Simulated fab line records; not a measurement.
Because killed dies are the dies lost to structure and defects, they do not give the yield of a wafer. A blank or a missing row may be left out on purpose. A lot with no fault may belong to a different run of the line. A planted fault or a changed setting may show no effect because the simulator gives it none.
A struck lot beside a sound one -- flow sfq line -- 41 steps out of a route of 325
Sound: the wafers L573.2, L573.3, L573.6. Struck: wafer L564.6 (L564.1, L564.4, from the same lot, were not struck and are left out); the cause is given at the end.
Per side, at each step with rows, come the tool, then ch with its chambers, and then its first start. Under that, the readings that differ: sound wafers -- struck wafers -- difference of the means -- sigmas: that difference in standard deviations of wafers without a fault.
alike: readings with means less than 2 such deviations apart, plus words and numbers identical on both sides. not compared: withheld readings, readings lacking a value on some wafer, bounds such as >300 that could conceal the same value, and numbers that have no deviation in the record and whose values overlap.
Wherever a step has rows on one side only, a row that says differs or no value, or a row with sigmas, the two part there. Non-overlapping numbers with no deviation appear without sigmas and do not part them. A reading missing from all wafers of one side parts the sides only when that side holds two or more wafers.

first, 6 steps without rows for these wafers: SFQ_TRILAYER_M7_LITHO_COAT_182 (resist thk 62 nm); SFQ_TRILAYER_M7_LITHO_COAT_177 (resist thk 600 nm); SFQ_TRILAYER_M7_LITHO_SOFTBAKE_181; SFQ_TRILAYER_M7_LITHO_EXPOSE_178 (exposes mask M7, target cd 500 nm); SFQ_TRILAYER_M7_LITHO_PEB_180 (peb time 60 s); SFQ_TRILAYER_M7_LITHO_DEVELOP_179 (time 60 s).
SFQ_M7_OVL_MEAS_945:
  sound on overlay-02, day 69 06:29; struck on overlay-01, day 67 03:11
  alike: M7_OVL
SFQ_TRILAYER_M7_BARC_OPEN_METAL_ETCH_229: etches BARC in O2, target depth 125 nm, time 41.7 s.
  sound on rie metal-03 ch 0,1, day 69 06:31; struck on rie metal-03 ch 0, day 67 03:13
  alike: bias w, chamber pressure mTorr, drypump motor current A, oes product au
  not compared: rf hours counter h
SFQ_TRILAYER_M7_ETCH_METAL_ETCH_180: etches Nb in Cl2/Ar, stops on SiO2, target depth 240 nm, time 120 s.
  sound on rie metal-03 ch 0,1, day 69 06:35; struck on rie metal-03 ch 0, day 67 03:17
  alike: bias w, chamber pressure mTorr, drypump motor current A, oes product au
  not compared: rf hours counter h
then, 2 steps without rows for these wafers: SFQ_TRILAYER_M7_STRIP_STRIP_181 (strips in O2); SFQ_TRILAYER_M7_STRIP_SOLV_CLEAN_182 (cleans in NMP, time 600 s).
SFQ_TRILAYER_I7_DEP_PECVD_183: deposits SiO2 from SiH4/N2O, time 111.11 s, target thk 500 nm.
  sound on pecvd-01 ch 0,2, day 69 07:29; struck on pecvd-03 ch 2, day 67 04:11
  alike: heater power w, susceptor temp C, throttle valve pct
SFQ_TRILAYER_I7_CMP_CMP_184: polishes SiO2.
  sound on cmp-02 ch 0,2, day 69 07:34; struck on cmp-01 ch 1, day 67 08:04
reading,sound,struck,difference,sigmas
time to endpoint s (s),224 221 226,276,+52,+5
model.SiO2_of_TRILAYER_I7_DEP_PECVD_183.thk nm (nm),200.4 201.2 201.7,301.9,+100.8,
  alike: motor current A
SFQ_I7_BOW_MEAS_946:
  sound on film metro-04, day 69 10:35; struck on film metro-01, day 67 09:04
reading,sound,struck,difference,sigmas
I7_BOW (um),0 -11 -14,25,+33,+3
SFQ_TRILAYER_I7_METRO_MEASURE_185:
  sound on film metro-04, day 69 10:53; struck on film metro-01, day 67 09:11
reading,sound,struck,difference,sigmas
thk nm (nm),200.3 201.1 201.8,301.8,+100.7,+77
then, 6 steps without rows for these wafers: SFQ_TRILAYER_I7_VIA_LITHO_COAT_192 (resist thk 62 nm); SFQ_TRILAYER_I7_VIA_LITHO_COAT_187 (resist thk 650 nm); SFQ_TRILAYER_I7_VIA_LITHO_SOFTBAKE_191; SFQ_TRILAYER_I7_VIA_LITHO_EXPOSE_188 (exposes mask I7, target cd 1000 nm); SFQ_TRILAYER_I7_VIA_LITHO_PEB_190 (peb time 60 s); SFQ_TRILAYER_I7_VIA_LITHO_DEVELOP_189 (time 60 s).
-- the record jumps here: 4 days lie between the struck wafers' starts before and after --
SFQ_I7_OVL_MEAS_947:
  sound on overlay-01, day 73 08:15; struck on overlay-01, day 71 06:57
  alike: I7_OVL
SFQ_TRILAYER_I7_VIA_BARC_OPEN_VIA_ETCH_260: etches BARC in O2, target depth 125 nm, time 41.7 s.
  sound on rie diel-02 ch 0,2,3, day 73 08:17; struck on rie diel-04 ch 2, day 71 06:59
  alike: bias w, chamber pressure mTorr, drypump motor current A, oes product au
  not compared: rf hours counter h
SFQ_TRILAYER_I7_VIA_ETCH_VIA_ETCH_190: etches SiO2 in CHF3, stops on Nb, target depth 260 nm.
  sound on rie diel-02 ch 0,2,3, day 73 08:19; struck on rie diel-04 ch 2, day 71 07:02
reading,sound,struck,difference,sigmas
oes product au (a.u.),0.856 0.855 0.854,1.017,+0.162,+27
model.etch.depth nm (nm),200.4 201.2 201.7,265.2,+64.1,
model.I7.feature depth nm (nm),200.4 201.2 201.7,265.2,+64.1,
  alike: bias w, chamber pressure mTorr, drypump motor current A
SFQ_TRILAYER_I7_VIA_STRIP_STRIP_191: strips in O2.
  sound on rie metal-04 ch 0,1, day 73 08:26; struck on rie metal-02 ch 1, day 71 07:08
  alike: chamber pressure mTorr, drypump motor current A, oes product au, platen temp c
  not compared: rf hours counter h
then, 8 steps without rows for these wafers: SFQ_TRILAYER_I7_VIA_STRIP_SOLV_CLEAN_192 (cleans in NMP, time 600 s); SFQ_TRILAYER_M8_LITHO_LOR_COAT_197; SFQ_TRILAYER_M8_LITHO_LOR_BAKE_198; SFQ_TRILAYER_M8_LITHO_COAT_193 (resist thk 600 nm); SFQ_TRILAYER_M8_LITHO_SOFTBAKE_199; SFQ_TRILAYER_M8_LITHO_EXPOSE_194 (exposes mask M8, target cd 2000 nm); SFQ_TRILAYER_M8_LITHO_PEB_196 (peb time 60 s); SFQ_TRILAYER_M8_LITHO_DEVELOP_195 (img clear 15 s, time 55 s).
SFQ_M8_OVL_MEAS_948:
  sound on overlay-01, day 73 18:22; struck on overlay-02, day 71 20:14
  alike: M8_OVL
then, 3 steps without rows for these wafers: SFQ_TRILAYER_M8_DEP_EVAP_197 (material Ti, target thk 20 nm, time 100 s); SFQ_TRILAYER_M8_DEP_EVAP_198 (material Pt, target thk 50 nm, time 250 s); SFQ_TRILAYER_M8_DEP_EVAP_196 (material Au, target thk 180 nm, time 900 s).
SFQ_M8_RS_MEAS_949: uses a four-point probe to measure.
  sound on film metro-04, day 73 19:09; struck on film metro-02, day 71 21:01
  alike: M8_AU_RS
SFQ_M8_THK_MEAS_950: measures by xrf.
  sound on film metro-04, day 73 19:16; struck on film metro-02, day 71 21:08
  alike: M8_AU_THK
then, 1 step without rows for these wafers: SFQ_TRILAYER_M8_LIFTOFF_LIFTOFF_197 (chemistry NMP, time 600 s).
SFQ_M8_BOW_MEAS_951:
  sound on film metro-02, day 73 19:30; struck on film metro-02, day 71 21:22
reading,sound,struck,difference,sigmas
M8_BOW (um),1 -9 -13,28,+35,+3
model.etest.i7.link ohm,1.044 1.051 1.053,1e+06,+1e+06,

## WHERE THEY PART
Last at SFQ_M8_BOW_MEAS_951 as far as this record goes, first at SFQ_TRILAYER_I7_CMP_CMP_184.

WHY: what had been put in by the simulator
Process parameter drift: cmp-01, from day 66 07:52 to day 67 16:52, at SFQ_TRILAYER_I7_CMP_CMP_184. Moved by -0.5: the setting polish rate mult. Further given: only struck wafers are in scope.
